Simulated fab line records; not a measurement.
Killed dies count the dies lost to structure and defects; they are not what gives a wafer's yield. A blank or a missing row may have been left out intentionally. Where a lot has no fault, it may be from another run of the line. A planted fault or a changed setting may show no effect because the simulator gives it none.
fab line records || flow sky130
record {"lots": 14, "wafers": 42, "last_day": 50}
route steps=708 shown SD_P@324 PAD_OPEN@708
lots that met no fault: from a run of the same line without faults
start_h: hours from the record's opening day to when the first of the lot's shown wafers began || wait_h: hours from the lot's prior step to this one || " identical to the entry in the row above || L1.1+2: several wafers, shown together as one row || - no value, or no start was given || * or withheld: withheld || < > ~ a bound
route shown NAME@n: NAME is a module with steps in the file, n the number in the route of the first one || usual: mean and standard deviation over wafers with no fault || same: alike in all rows || chamber/n: place in a boat || sites: the reading at each site || _std_site: the standard deviation of these || _edge_site: mean of outer sites minus mean of inner sites || radius_mm: for every site, how far away it sits from the centre of the wafer || mask NAME#n: copy n || behind: the last tool/chamber to shape the wafer || hold: what put the lot on hold/how long, in hours/how the hold closed || device: transistor that didn't switch, given as n, p or np || end of line: the same wafers' tests at the end of the route || a step given without rows: its recipe and nothing more || killed: count of dies lost to structure and defects at first sort (not the wafer's yield) || map: the dies of a wafer, with x for killed, . for not killed, _ for no die there
set.NAME: the setting the step ran with; set.NAME@STEP: the setting that earlier step ran with || model.NAME: the simulator's own value behind a step, which no gauge read
the route's steps for a sample of lots (tables are steps, rows are wafers)
services: a tool's chamber out of use, with start hour (start_h, from the record's first day; less than 0 if before it), hours out, and reason
## steps
# step SKY_SD_P_EXPOSE_04
# recipe {"mask_id": "PSDM", "na": 0.6, "source_shape": "conventional", "sigma_outer": 0.6, "polarization": "unpolarized", "target_cd_nm": 380, "dose_mj": 138}
# usual {"reticle_temp_C": "22.98/0.11"}
# same {"sigma_outer": 0.6}
{"lot.wafer": "L313.2", "tool": "iline_stepper-01", "chamber": 0, "start_h": 572.46, "wait_h": "-", "mask": "PSDM#0", "reticle_temp_C": 22.95}
{"lot.wafer": "L313.3", "tool": "iline_stepper-01", "chamber": 0, "start_h": 572.46, "wait_h": "-", "mask": "PSDM#0", "reticle_temp_C": 22.84}
{"lot.wafer": "L313.6", "tool": "iline_stepper-01", "chamber": 0, "start_h": 572.46, "wait_h": "-", "mask": "PSDM#0", "reticle_temp_C": 23.01}
{"lot.wafer": "L314.2", "tool": "iline_stepper-01", "chamber": 0, "start_h": 585.28, "wait_h": "-", "mask": "PSDM#0", "reticle_temp_C": 22.99}
{"lot.wafer": "L314.4", "tool": "iline_stepper-01", "chamber": 0, "start_h": 585.28, "wait_h": "-", "mask": "PSDM#0", "reticle_temp_C": 22.96}
{"lot.wafer": "L314.5", "tool": "iline_stepper-01", "chamber": 0, "start_h": 585.28, "wait_h": "-", "mask": "PSDM#0", "reticle_temp_C": 22.84}
{"lot.wafer": "L315.2", "tool": "iline_stepper-01", "chamber": 0, "start_h": 593.51, "wait_h": "-", "mask": "PSDM#0", "reticle_temp_C": 22.96}
{"lot.wafer": "L315.3", "tool": "iline_stepper-01", "chamber": 0, "start_h": 593.51, "wait_h": "-", "mask": "PSDM#0", "reticle_temp_C": 23.06}
{"lot.wafer": "L315.6", "tool": "iline_stepper-01", "chamber": 0, "start_h": 593.51, "wait_h": "-", "mask": "PSDM#0", "reticle_temp_C": 22.94}
{"lot.wafer": "L316.2", "tool": "iline_stepper-02", "chamber": 0, "start_h": 607.31, "wait_h": "-", "mask": "PSDM#0", "reticle_temp_C": 22.83}
{"lot.wafer": "L316.5", "tool": "iline_stepper-02", "chamber": 0, "start_h": 607.31, "wait_h": "-", "mask": "PSDM#0", "reticle_temp_C": 22.99}
{"lot.wafer": "L316.6", "tool": "iline_stepper-02", "chamber": 0, "start_h": 607.31, "wait_h": "-", "mask": "PSDM#0", "reticle_temp_C": 22.90}
{"lot.wafer": "L317.1", "tool": "iline_stepper-02", "chamber": 0, "start_h": 617.33, "wait_h": "-", "mask": "PSDM#0", "reticle_temp_C": 23.08}
{"lot.wafer": "L317.2", "tool": "iline_stepper-02", "chamber": 0, "start_h": 617.33, "wait_h": "-", "mask": "PSDM#0", "reticle_temp_C": 23.10}
{"lot.wafer": "L317.3", "tool": "iline_stepper-02", "chamber": 0, "start_h": 617.33, "wait_h": "-", "mask": "PSDM#0", "reticle_temp_C": 23.19}
{"lot.wafer": "L319.4", "tool": "iline_stepper-01", "chamber": 0, "start_h": 626.60, "wait_h": "-", "mask": "PSDM#0", "reticle_temp_C": 22.93}
{"lot.wafer": "L319.5", "tool": "iline_stepper-01", "chamber": 0, "start_h": 626.60, "wait_h": "-", "mask": "PSDM#0", "reticle_temp_C": 22.97}
{"lot.wafer": "L319.6", "tool": "iline_stepper-01", "chamber": 0, "start_h": 626.60, "wait_h": "-", "mask": "PSDM#0", "reticle_temp_C": 22.95}
{"lot.wafer": "L318.1", "tool": "iline_stepper-01", "chamber": 0, "start_h": 627.44, "wait_h": "-", "mask": "PSDM#0", "reticle_temp_C": 22.90}
{"lot.wafer": "L318.3", "tool": "iline_stepper-01", "chamber": 0, "start_h": 627.44, "wait_h": "-", "mask": "PSDM#0", "reticle_temp_C": 23.03}
{"lot.wafer": "L318.4", "tool": "iline_stepper-01", "chamber": 0, "start_h": 627.44, "wait_h": "-", "mask": "PSDM#0", "reticle_temp_C": 22.94}
{"lot.wafer": "L320.1", "tool": "iline_stepper-01", "chamber": 0, "start_h": 638.36, "wait_h": "-", "mask": "PSDM#0", "reticle_temp_C": 22.95}
{"lot.wafer": "L320.2", "tool": "iline_stepper-01", "chamber": 0, "start_h": 638.36, "wait_h": "-", "mask": "PSDM#0", "reticle_temp_C": 23.00}
{"lot.wafer": "L320.3", "tool": "iline_stepper-01", "chamber": 0, "start_h": 638.36, "wait_h": "-", "mask": "PSDM#0", "reticle_temp_C": 23.04}
{"lot.wafer": "L321.1", "tool": "iline_stepper-01", "chamber": 0, "start_h": 655.67, "wait_h": "-", "mask": "PSDM#0", "reticle_temp_C": 22.93}
{"lot.wafer": "L321.3", "tool": "iline_stepper-01", "chamber": 0, "start_h": 655.67, "wait_h": "-", "mask": "PSDM#0", "reticle_temp_C": 22.97}
{"lot.wafer": "L321.6", "tool": "iline_stepper-01", "chamber": 0, "start_h": 655.67, "wait_h": "-", "mask": "PSDM#0", "reticle_temp_C": 22.77}
{"lot.wafer": "L328.1", "tool": "iline_stepper-02", "chamber": 0, "start_h": 713.91, "wait_h": "-", "mask": "PSDM#0", "reticle_temp_C": 22.83}
{"lot.wafer": "L328.3", "tool": "iline_stepper-02", "chamber": 0, "start_h": 713.91, "wait_h": "-", "mask": "PSDM#0", "reticle_temp_C": 22.75}
{"lot.wafer": "L328.6", "tool": "iline_stepper-02", "chamber": 0, "start_h": 713.91, "wait_h": "-", "mask": "PSDM#0", "reticle_temp_C": 22.88}
{"lot.wafer": "L329.2", "tool": "iline_stepper-02", "chamber": 0, "start_h": 717.35, "wait_h": "-", "mask": "PSDM#0", "reticle_temp_C": 23.01}
{"lot.wafer": "L329.3", "tool": "iline_stepper-02", "chamber": 0, "start_h": 717.35, "wait_h": "-", "mask": "PSDM#0", "reticle_temp_C": 22.89}
{"lot.wafer": "L329.4", "tool": "iline_stepper-02", "chamber": 0, "start_h": 717.35, "wait_h": "-", "mask": "PSDM#0", "reticle_temp_C": 23.01}
{"lot.wafer": "L331.1", "tool": "iline_stepper-02", "chamber": 0, "start_h": 729.36, "wait_h": "-", "mask": "PSDM#0", "reticle_temp_C": 22.97}
{"lot.wafer": "L331.2", "tool": "iline_stepper-02", "chamber": 0, "start_h": 729.36, "wait_h": "-", "mask": "PSDM#0", "reticle_temp_C": 22.95}
{"lot.wafer": "L331.4", "tool": "iline_stepper-02", "chamber": 0, "start_h": 729.36, "wait_h": "-", "mask": "PSDM#0", "reticle_temp_C": 22.96}
{"lot.wafer": "L333.1", "tool": "iline_stepper-02", "chamber": 0, "start_h": 742.56, "wait_h": "-", "mask": "PSDM#0", "reticle_temp_C": 23.28}
{"lot.wafer": "L333.2", "tool": "iline_stepper-02", "chamber": 0, "start_h": 742.56, "wait_h": "-", "mask": "PSDM#0", "reticle_temp_C": 23.12}
{"lot.wafer": "L333.4", "tool": "iline_stepper-02", "chamber": 0, "start_h": 742.56, "wait_h": "-", "mask": "PSDM#0", "reticle_temp_C": 23.31}
{"lot.wafer": "L334.1", "tool": "iline_stepper-02", "chamber": 0, "start_h": 750.44, "wait_h": "-", "mask": "PSDM#0", "reticle_temp_C": 22.84}
{"lot.wafer": "L334.4", "tool": "iline_stepper-02", "chamber": 0, "start_h": 750.44, "wait_h": "-", "mask": "PSDM#0", "reticle_temp_C": 22.91}
{"lot.wafer": "L334.6", "tool": "iline_stepper-02", "chamber": 0, "start_h": 750.44, "wait_h": "-", "mask": "PSDM#0", "reticle_temp_C": 22.90}
# step SKY_SD_P_OVL_MEAS_08
# usual {"SD_P_OVL": "-0.2/1.3"}
{"lot.wafer": "L313.2", "tool": "overlay-01", "chamber": "-", "start_h": 587.16, "wait_h": 0.1, "SD_P_OVL[nm]": 1.3}
{"lot.wafer": "L313.3", "tool": "overlay-01", "chamber": "-", "start_h": 587.16, "wait_h": 0.1, "SD_P_OVL[nm]": 1.9}
{"lot.wafer": "L313.6", "tool": "overlay-01", "chamber": "-", "start_h": 587.16, "wait_h": 0.1, "SD_P_OVL[nm]": 1.2}
{"lot.wafer": "L314.2", "tool": "overlay-02", "chamber": "-", "start_h": 599.71, "wait_h": 0.1, "SD_P_OVL[nm]": -0.3}
{"lot.wafer": "L314.4", "tool": "overlay-02", "chamber": "-", "start_h": 599.71, "wait_h": 0.1, "SD_P_OVL[nm]": -1.9}
{"lot.wafer": "L314.5", "tool": "overlay-02", "chamber": "-", "start_h": 599.71, "wait_h": 0.1, "SD_P_OVL[nm]": -1.2}
{"lot.wafer": "L315.2", "tool": "overlay-02", "chamber": "-", "start_h": 608.36, "wait_h": 0.1, "SD_P_OVL[nm]": -0.8}
{"lot.wafer": "L315.3", "tool": "overlay-02", "chamber": "-", "start_h": 608.36, "wait_h": 0.1, "SD_P_OVL[nm]": 0.5}
{"lot.wafer": "L315.6", "tool": "overlay-02", "chamber": "-", "start_h": 608.36, "wait_h": 0.1, "SD_P_OVL[nm]": -1.3}
{"lot.wafer": "L316.2", "tool": "overlay-01", "chamber": "-", "start_h": 621.06, "wait_h": 0.1, "SD_P_OVL[nm]": 0.7}
{"lot.wafer": "L316.5", "tool": "overlay-01", "chamber": "-", "start_h": 621.06, "wait_h": 0.1, "SD_P_OVL[nm]": -2.1}
{"lot.wafer": "L316.6", "tool": "overlay-01", "chamber": "-", "start_h": 621.06, "wait_h": 0.1, "SD_P_OVL[nm]": -0.3}
{"lot.wafer": "L317.1", "tool": "overlay-01", "chamber": "-", "start_h": 631.86, "wait_h": 0.1, "SD_P_OVL[nm]": 0.5}
{"lot.wafer": "L317.2", "tool": "overlay-01", "chamber": "-", "start_h": 631.86, "wait_h": 0.1, "SD_P_OVL[nm]": 0.5}
{"lot.wafer": "L317.3", "tool": "overlay-01", "chamber": "-", "start_h": 631.86, "wait_h": 0.1, "SD_P_OVL[nm]": -0.1}
{"lot.wafer": "L319.4", "tool": "overlay-01", "chamber": "-", "start_h": 640.97, "wait_h": 0.1, "SD_P_OVL[nm]": 0.1}
{"lot.wafer": "L319.5", "tool": "overlay-01", "chamber": "-", "start_h": 640.97, "wait_h": 0.1, "SD_P_OVL[nm]": -0.8}
{"lot.wafer": "L319.6", "tool": "overlay-01", "chamber": "-", "start_h": 640.97, "wait_h": 0.1, "SD_P_OVL[nm]": 1.1}
{"lot.wafer": "L318.1", "tool": "overlay-02", "chamber": "-", "start_h": 642.05, "wait_h": 0.1, "SD_P_OVL[nm]": 68.6}
{"lot.wafer": "L318.3", "tool": "overlay-02", "chamber": "-", "start_h": 642.05, "wait_h": 0.1, "SD_P_OVL[nm]": 69.4}
{"lot.wafer": "L318.4", "tool": "overlay-02", "chamber": "-", "start_h": 642.05, "wait_h": 0.1, "SD_P_OVL[nm]": 68.6}
{"lot.wafer": "L320.1", "tool": "overlay-02", "chamber": "-", "start_h": 651.30, "wait_h": 0.1, "SD_P_OVL[nm]": 69.0}
{"lot.wafer": "L320.2", "tool": "overlay-02", "chamber": "-", "start_h": 651.30, "wait_h": 0.1, "SD_P_OVL[nm]": 68.2}
{"lot.wafer": "L320.3", "tool": "overlay-02", "chamber": "-", "start_h": 651.30, "wait_h": 0.1, "SD_P_OVL[nm]": 66.4}
{"lot.wafer": "L321.1", "tool": "overlay-02", "chamber": "-", "start_h": 670.26, "wait_h": 0.1, "SD_P_OVL[nm]": 67.6}
{"lot.wafer": "L321.3", "tool": "overlay-02", "chamber": "-", "start_h": 670.26, "wait_h": 0.1, "SD_P_OVL[nm]": 67.3}
{"lot.wafer": "L321.6", "tool": "overlay-02", "chamber": "-", "start_h": 670.26, "wait_h": 0.1, "SD_P_OVL[nm]": 68.5}
{"lot.wafer": "L328.1", "tool": "overlay-01", "chamber": "-", "start_h": 728.31, "wait_h": 0.1, "SD_P_OVL[nm]": -1.1}
{"lot.wafer": "L328.3", "tool": "overlay-01", "chamber": "-", "start_h": 728.31, "wait_h": 0.1, "SD_P_OVL[nm]": 0.6}
{"lot.wafer": "L328.6", "tool": "overlay-01", "chamber": "-", "start_h": 728.31, "wait_h": 0.1, "SD_P_OVL[nm]": 0.0}
{"lot.wafer": "L329.2", "tool": "overlay-02", "chamber": "-", "start_h": 731.26, "wait_h": 0.1, "SD_P_OVL[nm]": -1.5}
{"lot.wafer": "L329.3", "tool": "overlay-02", "chamber": "-", "start_h": 731.26, "wait_h": 0.1, "SD_P_OVL[nm]": -1.1}
{"lot.wafer": "L329.4", "tool": "overlay-02", "chamber": "-", "start_h": 731.26, "wait_h": 0.1, "SD_P_OVL[nm]": 0.1}
{"lot.wafer": "L331.1", "tool": "overlay-02", "chamber": "-", "start_h": 742.31, "wait_h": 0.1, "SD_P_OVL[nm]": 0.5}
{"lot.wafer": "L331.2", "tool": "overlay-02", "chamber": "-", "start_h": 742.31, "wait_h": 0.1, "SD_P_OVL[nm]": -2.3}
{"lot.wafer": "L331.4", "tool": "overlay-02", "chamber": "-", "start_h": 742.31, "wait_h": 0.1, "SD_P_OVL[nm]": 1.5}
{"lot.wafer": "L333.1", "tool": "overlay-01", "chamber": "-", "start_h": 756.85, "wait_h": 0.1, "SD_P_OVL[nm]": 1.3}
{"lot.wafer": "L333.2", "tool": "overlay-01", "chamber": "-", "start_h": 756.85, "wait_h": 0.1, "SD_P_OVL[nm]": -0.8}
{"lot.wafer": "L333.4", "tool": "overlay-01", "chamber": "-", "start_h": 756.85, "wait_h": 0.1, "SD_P_OVL[nm]": 0.5}
{"lot.wafer": "L334.1", "tool": "overlay-01", "chamber": "-", "start_h": 763.61, "wait_h": 0.1, "SD_P_OVL[nm]": -0.3}
{"lot.wafer": "L334.4", "tool": "overlay-01", "chamber": "-", "start_h": 763.61, "wait_h": 0.1, "SD_P_OVL[nm]": 0.4}
{"lot.wafer": "L334.6", "tool": "overlay-01", "chamber": "-", "start_h": 763.61, "wait_h": 0.1, "SD_P_OVL[nm]": 0.7}
# step SKY_PAD_OPEN_PROBE_99
# usual {"killed_at_M0_to_M3": "42/7", "killed_at_M4_up": "3.2/1.6", "killed_at_contacts": "24/5.8", "killed_at_front_end": "16/4.3", "killed_at_other": "0.3/0.62", "killed_dies": "86/9.5", "killed_open": "46/6.4", "killed_short": "39/6.3"}
# same {"gross_dies": 492, "killed_at_back_side": 0}
{"lot.wafer": "L329.2", "tool": "prober-02", "chamber": "-", "start_h": 1173.61, "wait_h": 0.1, "killed_at_M0_to_M3": 55, "killed_at_M4_up": 4, "killed_at_contacts": 19, "killed_at_front_end": 9, "killed_at_other": 0, "killed_dies": 87, "killed_open": 44, "killed_short": 43}
{"lot.wafer": "L329.3", "tool": "prober-02", "chamber": "-", "start_h": 1173.66, "wait_h": 0.2, "killed_at_M0_to_M3": 33, "killed_at_M4_up": 3, "killed_at_contacts": 21, "killed_at_front_end": 15, "killed_at_other": 0, "killed_dies": 72, "killed_open": 46, "killed_short": 26}
{"lot.wafer": "L329.4", "tool": "prober-02", "chamber": "-", "start_h": 1173.71, "wait_h": 0.2, "killed_at_M0_to_M3": 47, "killed_at_M4_up": 2, "killed_at_contacts": 23, "killed_at_front_end": 19, "killed_at_other": 1, "killed_dies": 92, "killed_open": 47, "killed_short": 45}
{"lot.wafer": "L334.1", "tool": "prober-01", "chamber": "-", "start_h": 1193.97, "wait_h": 0.1, "killed_at_M0_to_M3": 32, "killed_at_M4_up": 3, "killed_at_contacts": 20, "killed_at_front_end": 16, "killed_at_other": 1, "killed_dies": 72, "killed_open": 35, "killed_short": 37}
{"lot.wafer": "L334.4", "tool": "prober-01", "chamber": "-", "start_h": 1194.12, "wait_h": 0.2, "killed_at_M0_to_M3": 48, "killed_at_M4_up": 2, "killed_at_contacts": 20, "killed_at_front_end": 16, "killed_at_other": 0, "killed_dies": 86, "killed_open": 46, "killed_short": 40}
{"lot.wafer": "L334.6", "tool": "prober-01", "chamber": "-", "start_h": 1194.22, "wait_h": 0.2, "killed_at_M0_to_M3": 42, "killed_at_M4_up": 0, "killed_at_contacts": 29, "killed_at_front_end": 14, "killed_at_other": 0, "killed_dies": 85, "killed_open": 45, "killed_short": 39}
# killed by level:class
L329.2 VIA3:geometric_particle:open=10 VIA1:geometric_particle:open=8 VIA1:geometric_particle:short=8 VIA2:geometric_particle:open=8 METAL1:geometric_particle:short=7 LI_CONTACT:geometric_particle:open=6 CONTACT:geometric_particle:open=5 METAL2:geometric_particle:short=5
L329.3 VIA1:geometric_particle:open=10 CONTACT:geometric_particle:open=7 FIELD_ISO:geometric_particle:open=6 VIA2:geometric_particle:open=5 VIA3:geometric_particle:open=5 POLY_GATE:geometric_particle:open=4 LI_CONTACT:geometric_particle:short=4 LI_CONTACT:geometric_particle:open=4
L329.4 METAL1:geometric_particle:short=8 VIA3:geometric_particle:open=8 LI_CONTACT:geometric_particle:open=7 CONTACT:geometric_particle:open=7 VIA1:geometric_particle:open=7 VIA2:geometric_particle:open=7 FIELD_ISO:geometric_particle:open=5 SPACER:geometric_particle:short=5
L334.1 CONTACT:geometric_particle:open=9 METAL2:geometric_particle:short=7 LI_CONTACT:geometric_particle:open=5 FIELD_ISO:geometric_particle:short=4 CONTACT:geometric_particle:short=4 METAL1:geometric_particle:short=4 METAL2:geometric_particle:open=4 VIA2:geometric_particle:open=4
L334.4 VIA1:geometric_particle:open=12 CONTACT:geometric_particle:open=10 METAL2:geometric_particle:short=10 METAL1:geometric_particle:short=7 VIA2:geometric_particle:open=6 FIELD_ISO:geometric_particle:open=5 POLY_GATE:geometric_particle:short=4 LI_CONTACT:geometric_particle:open=4
L334.6 CONTACT:geometric_particle:open=14 VIA1:geometric_particle:open=9 CONTACT:geometric_particle:short=7 FIELD_ISO:geometric_particle:open=5 VIA1:geometric_particle:short=5 VIA2:geometric_particle:open=4 METAL2:geometric_particle:short=4 VIA3:geometric_particle:open=4
## services
{"tool": "iline_stepper-01", "chamber": "-", "start_h": 575.46, "hours": 6.6, "kind": "repair"}
{"tool": "iline_stepper-01", "chamber": "-", "start_h": 611.88, "hours": 0.6, "kind": "repair"}
{"tool": "iline_stepper-01", "chamber": "-", "start_h": 634.97, "hours": 1.7, "kind": "pm"}
{"tool": "iline_stepper-02", "chamber": "-", "start_h": 730.08, "hours": 1.7, "kind": "pm"}
{"tool": "iline_stepper-01", "chamber": "-", "start_h": 748.69, "hours": 4.4, "kind": "pm"}
## key
first_sign {"step": "SKY_SD_P_OVL_MEAS_08", "reading": "SD_P_OVL", "direction": "up", "sigmas": 53, "usual": -0.2, "struck": 68.2}
effect none on later readings
met_at SKY_SD_P_EXPOSE_04
struck_lots L318,L320,L321
tester_left_out L318,L320,L321
onset_between 626.60 627.44
fault {"kind": "scanner_matching_overlay", "tool": "iline_stepper-01", "chamber": "-", "onset_h": 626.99, "steps": "SKY_SD_P_EXPOSE_04", "offset": 68.818}
# tester_left_out: of these lots the tester's yield and bins aren't shown, on N5 and GAA mostly nor the transistor test; their killed dies are dies lost to structure and defects alone, not to doping, threshold or leakage, so they don't give the yield
